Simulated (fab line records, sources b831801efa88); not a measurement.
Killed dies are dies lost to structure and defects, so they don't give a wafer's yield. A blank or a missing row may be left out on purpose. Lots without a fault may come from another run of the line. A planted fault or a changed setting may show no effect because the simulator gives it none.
fab line records | flow gf180mcu
record lots=5 wafers=15 last_day=34
route steps=602 shown NSD@240 PSD@248
lots that met no fault: from a run of the same line without faults
start_h: hours from the record's first day to the start of the lot's first wafer shown | wait_h: hours since the lot's step before | " the same as in the row above | L1.1+2: a row that stands for several wafers | - no value, or no start given | * or withheld: withheld | < > ~ a bound
route shown NAME@n: a module of which the file shows steps, and the number in the route of the first | usual: mean/standard deviation of fault-free wafers | same: alike in all rows | chamber/n: place in a boat | sites: the reading at each site | _std_site: their standard deviation | _edge_site: outer sites' mean less inner sites' | radius_mm: how far each site lies from the wafer's centre | mask NAME#n: copy n | behind: the tool/chamber that last shaped the wafer | hold: why the lot was held/for how many hours/how that ended | device: the transistor (n, p or np) that didn't switch | end of line: the same wafers' tests at the end of the route | a step without rows: its recipe alone | killed: dies lost to structure and defects at the first sort, not the wafer's yield | map: a wafer's dies, x killed, . not, _ none there
set.NAME: the setting as run; set.NAME@STEP: as run at that earlier step | model.NAME: the simulator's own value behind a step, which no gauge read
lots at some steps of the route; a table a step, a row a wafer
services: from which hour (start_h, from the record's first day; less than 0 if before it) a tool's chamber was out of use, for how many hours, and why
## steps
# step GF_NSD_PEB_05
# recipe temp_c=withheld time_s=* resist=NOVOLAK
# usual resist_line_temp_C=*
# columns lot.wafer tool chamber start_h wait_h resist_line_temp_C
L085.1 litho_track-04 0 - - *
L085.3 " 0 " " *
L085.5 " 0 " " *
L090.1 litho_track-01 0 - - *
L090.2 " 0 " " *
L090.3 " 0 " " *
L092.1 litho_track-02 0 - - *
L092.3 " 0 " " *
L092.4 " 0 " " *
L095.1 litho_track-01 0 - - *
L095.3 " 0 " " *
L095.6 " 0 " " *
L097.1 litho_track-04 0 - - *
L097.2 " 0 " " *
L097.3 " 0 " " *
# step GF_NSD_DEVELOP_06
# recipe develop_time_s=60 dev_temp_c=21.86
# usual resist_line_temp_C=23.00/0.11
# columns lot.wafer tool chamber start_h wait_h resist_line_temp_C
L085.1 litho_track-04 0 391.74 0.1 23.10
L085.3 " 0 " " 22.99
L085.5 " 0 " " 23.19
L090.1 litho_track-01 0 433.57 0.1 22.95
L090.2 " 0 " " 22.94
L090.3 " 0 " " 23.05
L092.1 litho_track-02 0 445.53 0.1 22.94
L092.3 " 0 " " 22.88
L092.4 " 0 " " 22.88
L095.1 litho_track-01 0 470.12 0.1 22.88
L095.3 " 0 " " 22.87
L095.6 " 0 " " 23.03
L097.1 litho_track-04 0 488.39 0.1 23.04
L097.2 " 0 " " 22.89
L097.3 " 0 " " 23.01
# step GF_NSD_CD_MEAS_07
# recipe target_cd_nm=400
# usual cd_nm=400.2/1.7
# columns lot.wafer tool chamber start_h wait_h cd_nm
L085.1 cd_sem-02 - 391.89 0.1 399.6
L085.3 " - " " 400.1
L085.5 " - " " 400.5
L090.1 cd_sem-02 - 433.82 0.2 402.5
L090.2 " - " " 399.5
L090.3 " - " " 400.9
L092.1 cd_sem-01 - 445.68 0.1 398.1
L092.3 " - " " 400.1
L092.4 " - " " 397.9
L095.1 cd_sem-01 - 470.27 0.1 399.4
L095.3 " - " " 401.8
L095.6 " - " " 399.5
L097.1 cd_sem-02 - 488.54 0.1 398.5
L097.2 " - " " 400.3
L097.3 " - " " 397.1
# step GF_NSD_OVL_MEAS_08
# usual NSD_OVL=0.2/1.5
# columns lot.wafer tool chamber start_h wait_h NSD_OVL[nm]
L085.1 overlay-02 - 392.01 0.1 -0.6
L085.3 " - " " 1.5
L085.5 " - " " 1.6
L090.1 overlay-02 - 433.94 0.1 0.3
L090.2 " - " " 0.5
L090.3 " - " " 0.3
L092.1 overlay-02 - 445.80 0.1 1.1
L092.3 " - " " 1.1
L092.4 " - " " 0.4
L095.1 overlay-02 - 470.39 0.1 0.6
L095.3 " - " " 0.4
L095.6 " - " " -1.7
L097.1 overlay-01 - 488.66 0.1 -1.8
L097.2 " - " " -2.5
L097.3 " - " " -4.7
# step GF_NSD_IMPLANT_09
# recipe species=As energy_kev=61.16 dose_cm2=4e+15 tilt_deg=7
# same implant_ion_amu=75
# columns lot.wafer tool chamber start_h wait_h
L085.1+3+5 implanter-01 0 392.04 0.0
L090.1+2+3 implanter-04 0 433.98 0.0
L092.1+3+4 implanter-04 0 445.84 0.0
L095.1+3+6 implanter-04 0 470.43 0.0
L097.1+2+3 implanter-03 0 488.69 0.0
# step GF_NSD_IMPLANT_10
# recipe species=P energy_kev=40 dose_cm2=5e+14 tilt_deg=7
# same implant_ion_amu=31
# columns lot.wafer tool chamber start_h wait_h
L085.1+3+5 implanter-01 0 392.19 0.1
L090.1+2+3 implanter-04 0 434.13 0.1
L092.1+3+4 implanter-04 0 445.99 0.1
L095.1+3+6 implanter-04 0 470.58 0.1
L097.1+2+3 implanter-03 0 488.84 0.1
# step GF_NSD_STRIP_11
# recipe chemistry=O2/N2 power_w=1400 pressure_mtorr=1500 platen_temp_c=250 o2_flow_sccm=3000 n2_flow_sccm=300 overash_fraction=0.5
# usual drypump_motor_current_A=5.6/0.51 heater_power_w=350/21 oes_product_au=0.485/0.0052 strip_time_to_endpoint_s=23.11/0.032
# columns lot.wafer tool chamber start_h wait_h drypump_motor_current_A heater_power_w oes_product_au rf_hours_counter_h strip_time_to_endpoint_s
L085.1 plasma_asher-04 1 392.34 0.1 6.6 356 0.481 59 23.10
L085.3 " 1 " " 6.6 358 0.491 - 23.12
L085.5 " 0 " " 5.8 326 0.493 - 23.06
L090.1 plasma_asher-04 1 434.28 0.1 6.6 354 0.495 63 23.13
L090.2 " 0 " " 5.8 333 0.493 63 23.13
L090.3 " 1 " " 6.6 342 0.485 - 23.08
L092.1 plasma_asher-04 0 446.14 0.1 5.8 324 0.477 64 23.08
L092.3 " 1 " " 6.6 352 0.479 - 23.11
L092.4 " 0 " " 5.8 338 0.482 - 23.08
L095.1 plasma_asher-04 0 470.73 0.1 5.8 342 0.485 67 23.08
L095.3 " 0 " " 5.8 330 0.479 - 23.12
L095.6 " 1 " " 6.6 343 0.483 - 23.10
L097.1 plasma_asher-03 0 488.99 0.1 5.2 316 0.492 85 23.11
L097.2 " 1 " " 5.2 381 0.485 85 23.12
L097.3 " 1 " " 5.2 376 0.487 - 23.10
# step GF_NSD_TW_MEAS_12
# usual NSD_TW=4258/51
# columns lot.wafer tool chamber start_h wait_h NSD_TW
L085.1 film_metro-02 - 392.44 0.1 4250
L085.3 " - " " 4276
L085.5 " - " " 4248
L090.1 film_metro-02 - 434.38 0.1 4242
L090.2 " - " " 4271
L090.3 " - " " 4262
L092.1 film_metro-04 - 446.24 0.1 4205
L092.3 " - " " 4212
L092.4 " - " " 4208
L095.1 film_metro-04 - 470.83 0.1 4189
L095.3 " - " " 4229
L095.6 " - " " 4215
L097.1 film_metro-03 - 489.09 0.1 4331
L097.2 " - " " 4354
L097.3 " - " " 4333
# step GF_PSD_DEHYDRATE_00
# recipe temp_c=200 time_s=60
# usual resist_line_temp_C=22.99/0.13
# columns lot.wafer tool chamber start_h wait_h resist_line_temp_C
L085.1 litho_track-04 0 403.34 10.9 22.99
L085.3 " 0 " " 22.92
L085.5 " 0 " " 22.97
L090.1 litho_track-03 0 445.65 11.3 23.03
L090.2 " 0 " " 22.79
L090.3 " 0 " " 23.07
L092.1 litho_track-02 0 458.18 11.9 23.22
L092.3 " 0 " " 23.08
L092.4 " 0 " " 23.05
L095.1 litho_track-03 0 482.85 12.0 22.97
L095.3 " 0 " " 23.05
L095.6 " 0 " " 22.90
L097.1 litho_track-03 0 499.80 10.7 23.23
L097.2 " 0 " " 23.15
L097.3 " 0 " " 23.17
# step GF_PSD_HMDS_01
# recipe prime_time_s=60 prime_temp_c=120
# usual resist_line_temp_C=23.00/0.1
# same prime_time_s=60
# columns lot.wafer tool chamber start_h wait_h resist_line_temp_C
L085.1 litho_track-04 0 403.49 0.1 23.19
L085.3 " 0 " " 22.94
L085.5 " 0 " " 22.90
L090.1 litho_track-03 0 445.80 0.1 22.88
L090.2 " 0 " " 23.04
L090.3 " 0 " " 22.89
L092.1 litho_track-02 0 458.33 0.1 23.05
L092.3 " 0 " " 23.04
L092.4 " 0 " " 23.04
L095.1 litho_track-03 0 483.00 0.1 23.02
L095.3 " 0 " " 23.12
L095.6 " 0 " " 23.03
L097.1 litho_track-03 0 499.95 0.1 23.00
L097.2 " 0 " " 23.11
L097.3 " 0 " " 23.09
# step GF_PSD_COAT_02
# recipe resist=NOVOLAK spin_rpm=3000 resist_thk_nm=1000
# usual resist_line_temp_C=22.99/0.12
# columns lot.wafer tool chamber start_h wait_h resist_line_temp_C
L085.1 litho_track-04 0 403.64 0.1 22.76
L085.3 " 0 " " 22.97
L085.5 " 0 " " 23.04
L090.1 litho_track-03 0 445.95 0.1 22.92
L090.2 " 0 " " 22.97
L090.3 " 0 " " 22.79
L092.1 litho_track-02 0 458.48 0.1 22.94
L092.3 " 0 " " 22.98
L092.4 " 0 " " 23.13
L095.1 litho_track-03 0 483.15 0.1 23.09
L095.3 " 0 " " 23.03
L095.6 " 0 " " 23.26
L097.1 litho_track-03 0 500.10 0.1 23.00
L097.2 " 0 " " 22.98
L097.3 " 0 " " 23.04
# step GF_PSD_SOFTBAKE_03
# recipe temp_c=90 time_s=60 resist=NOVOLAK
# usual resist_line_temp_C=22.99/0.11
# columns lot.wafer tool chamber start_h wait_h resist_line_temp_C
L085.1 litho_track-04 0 403.79 0.1 23.02
L085.3 " 0 " " 23.08
L085.5 " 0 " " 23.00
L090.1 litho_track-03 0 446.10 0.1 23.05
L090.2 " 0 " " 22.97
L090.3 " 0 " " 23.01
L092.1 litho_track-02 0 458.63 0.1 23.03
L092.3 " 0 " " 22.97
L092.4 " 0 " " 22.86
L095.1 litho_track-03 0 483.30 0.1 22.91
L095.3 " 0 " " 22.88
L095.6 " 0 " " 22.85
L097.1 litho_track-03 0 500.25 0.1 22.85
L097.2 " 0 " " 22.87
L097.3 " 0 " " 22.86
# step GF_PSD_EXPOSE_04
# recipe mask_id=Pplus target_cd_nm=400 na=0.6 source_shape=conventional sigma_outer=0.6 dose_mj=140
# usual stage_vel_mm_s=499.99/0.22
# columns lot.wafer tool chamber start_h wait_h mask stage_vel_mm_s
L085.1 iline_stepper-01 0 - - Pplus#0 500.07
L085.3 " 0 " " Pplus#0 499.93
L085.5 " 0 " " Pplus#0 500.57
L090.1 iline_stepper-01 0 - - Pplus#0 500.05
L090.2 " 0 " " Pplus#0 500.14
L090.3 " 0 " " Pplus#0 500.17
L092.1 iline_stepper-01 0 - - Pplus#0 499.99
L092.3 " 0 " " Pplus#0 500.00
L092.4 " 0 " " Pplus#0 500.15
L095.1 iline_stepper-02 0 - - Pplus#0 499.92
L095.3 " 0 " " Pplus#0 499.91
L095.6 " 0 " " Pplus#0 499.70
L097.1 iline_stepper-01 0 - - Pplus#0 500.10
L097.2 " 0 " " Pplus#0 500.20
L097.3 " 0 " " Pplus#0 499.82
# step GF_PSD_PEB_05
# recipe temp_c=withheld time_s=* resist=NOVOLAK
# usual resist_line_temp_C=*
# columns lot.wafer tool chamber start_h wait_h resist_line_temp_C
L085.1 litho_track-03 0 - - *
L085.3 " 0 " " *
L085.5 " 0 " " *
L090.1 litho_track-03 0 - - *
L090.2 " 0 " " *
L090.3 " 0 " " *
L092.1 litho_track-02 0 - - *
L092.3 " 0 " " *
L092.4 " 0 " " *
L095.1 litho_track-03 0 - - *
L095.3 " 0 " " *
L095.6 " 0 " " *
L097.1 litho_track-03 0 - - *
L097.2 " 0 " " *
L097.3 " 0 " " *
# step GF_PSD_DEVELOP_06
# recipe develop_time_s=60 dev_temp_c=23
# usual resist_line_temp_C=22.99/0.12
# columns lot.wafer tool chamber start_h wait_h resist_line_temp_C
L085.1 litho_track-03 0 415.80 0.1 22.88
L085.3 " 0 " " 23.02
L085.5 " 0 " " 23.00
L090.1 litho_track-03 0 458.50 0.1 23.01
L090.2 " 0 " " 23.08
L090.3 " 0 " " 22.99
L092.1 litho_track-02 0 470.58 0.1 23.00
L092.3 " 0 " " 22.88
L092.4 " 0 " " 23.09
L095.1 litho_track-03 0 494.75 0.1 22.93
L095.3 " 0 " " 22.80
L095.6 " 0 " " 22.91
L097.1 litho_track-03 0 511.85 0.1 23.11
L097.2 " 0 " " 23.08
L097.3 " 0 " " 22.98
# step GF_PSD_CD_MEAS_07
# recipe target_cd_nm=400
# usual cd_nm=400.4/2.2
# columns lot.wafer tool chamber start_h wait_h cd_nm
L085.1 cd_sem-01 - 415.95 0.1 402.5
L085.3 " - " " 403.7
L085.5 " - " " 403.7
L090.1 cd_sem-02 - 458.65 0.1 400.2
L090.2 " - " " 399.1
L090.3 " - " " 400.1
L092.1 cd_sem-02 - 470.73 0.1 400.3
L092.3 " - " " 400.7
L092.4 " - " " 401.8
L095.1 cd_sem-02 - 494.90 0.1 401.3
L095.3 " - " " 398.9
L095.6 " - " " 398.6
L097.1 cd_sem-01 - 512.00 0.1 401.4
L097.2 " - " " 403.5
L097.3 " - " " 402.6
# step GF_PSD_OVL_MEAS_08
# usual PSD_OVL=-0.8/1.3
# columns lot.wafer tool chamber start_h wait_h PSD_OVL[nm]
L085.1 overlay-02 - 416.07 0.1 -0.5
L085.3 " - " " -0.6
L085.5 " - " " -1.0
L090.1 overlay-02 - 458.77 0.1 -0.9
L090.2 " - " " -1.0
L090.3 " - " " -1.1
L092.1 overlay-01 - 470.85 0.1 -1.1
L092.3 " - " " -1.5
L092.4 " - " " -1.4
L095.1 overlay-02 - 495.02 0.1 -0.5
L095.3 " - " " -1.2
L095.6 " - " " 0.1
L097.1 overlay-01 - 512.12 0.1 -0.6
L097.2 " - " " -0.9
L097.3 " - " " -1.7
# step GF_PSD_IMPLANT_09
# recipe species=BF2 energy_kev=40 dose_cm2=1.5e+15 tilt_deg=7
# same implant_ion_amu=49
# columns lot.wafer tool chamber start_h wait_h
L085.1+3+5 implanter-04 0 416.11 0.0
L090.1+2+3 implanter-04 0 458.81 0.0
L092.1+3+4 implanter-02 0 470.89 0.0
L095.1+3+6 implanter-04 0 495.06 0.0
L097.1+2+3 implanter-01 0 512.16 0.0
# step GF_PSD_STRIP_10
# recipe chemistry=O2/N2 power_w=1400 pressure_mtorr=1500 platen_temp_c=250 o2_flow_sccm=3000 n2_flow_sccm=300 overash_fraction=0.5
# usual drypump_motor_current_A=5.5/0.68 heater_power_w=330/33 oes_product_au=0.592/0.0045 strip_time_to_endpoint_s=16.523/0.025
# columns lot.wafer tool chamber start_h wait_h drypump_motor_current_A heater_power_w oes_product_au rf_hours_counter_h strip_time_to_endpoint_s
L085.1 plasma_asher-03 1 416.26 0.1 5.2 380 0.598 77 16.475
L085.3 " 0 " " 5.2 336 0.599 - 16.522
L085.5 " 0 " " 5.2 329 0.588 - 16.495
L090.1 plasma_asher-02 0 458.96 0.1 4.9 308 0.593 37 16.538
L090.2 " 1 " " 6.8 274 0.595 37 16.531
L090.3 " 0 " " 4.9 310 0.594 - 16.529
L092.1 plasma_asher-03 1 471.04 0.1 5.2 378 0.588 83 16.521
L092.3 " 1 " " 5.2 368 0.591 - 16.514
L092.4 " 0 " " 5.2 330 0.585 - 16.512
L095.1 plasma_asher-03 0 495.21 0.1 5.2 327 0.590 85 16.497
L095.3 " 0 " " 5.2 325 0.598 - 16.496
L095.6 " 0 " " 5.2 334 0.590 - 16.485
L097.1 plasma_asher-03 1 512.31 0.1 5.2 387 0.603 87 16.525
L097.2 " 0 " " 5.2 330 0.594 87 16.500
L097.3 " 1 " " 5.2 371 0.589 - 16.524
# step GF_PSD_TW_MEAS_11
# usual PSD_TW=3179/36
# columns lot.wafer tool chamber start_h wait_h PSD_TW
L085.1 film_metro-03 - 416.36 0.1 3221
L085.3 " - " " 3214
L085.5 " - " " 3236
L090.1 film_metro-04 - 459.06 0.1 3160
L090.2 " - " " 3131
L090.3 " - " " 3151
L092.1 film_metro-03 - 471.14 0.1 3205
L092.3 " - " " 3204
L092.4 " - " " 3208
L095.1 film_metro-04 - 495.31 0.1 3108
L095.3 " - " " 3113
L095.6 " - " " 3115
L097.1 film_metro-03 - 512.41 0.1 3214
L097.2 " - " " 3238
L097.3 " - " " 3206
## services
# columns tool chamber start_h hours kind
iline_stepper-02 - 374.20 1.7 pm
plasma_asher-03 - 376.42 2.8 pm
iline_stepper-01 - 383.69 1.7 pm
plasma_asher-02 - 388.31 1.5 repair
iline_stepper-02 - 394.01 4.4 pm
plasma_asher-03 - 403.47 4.8 repair
plasma_asher-04 - 428.40 4.4 repair
implanter-04 - 429.52 4.1 pm
plasma_asher-04 - 437.10 5.4 repair
implanter-03 - 464.02 3.6 repair
implanter-02 - 474.64 3.5 repair
plasma_asher-02 - 478.00 2.2 repair
implanter-03 - 478.64 5.8 pm
implanter-02 - 505.01 3.7 pm
implanter-02 - 511.51 4.7 repair
## key
fault none
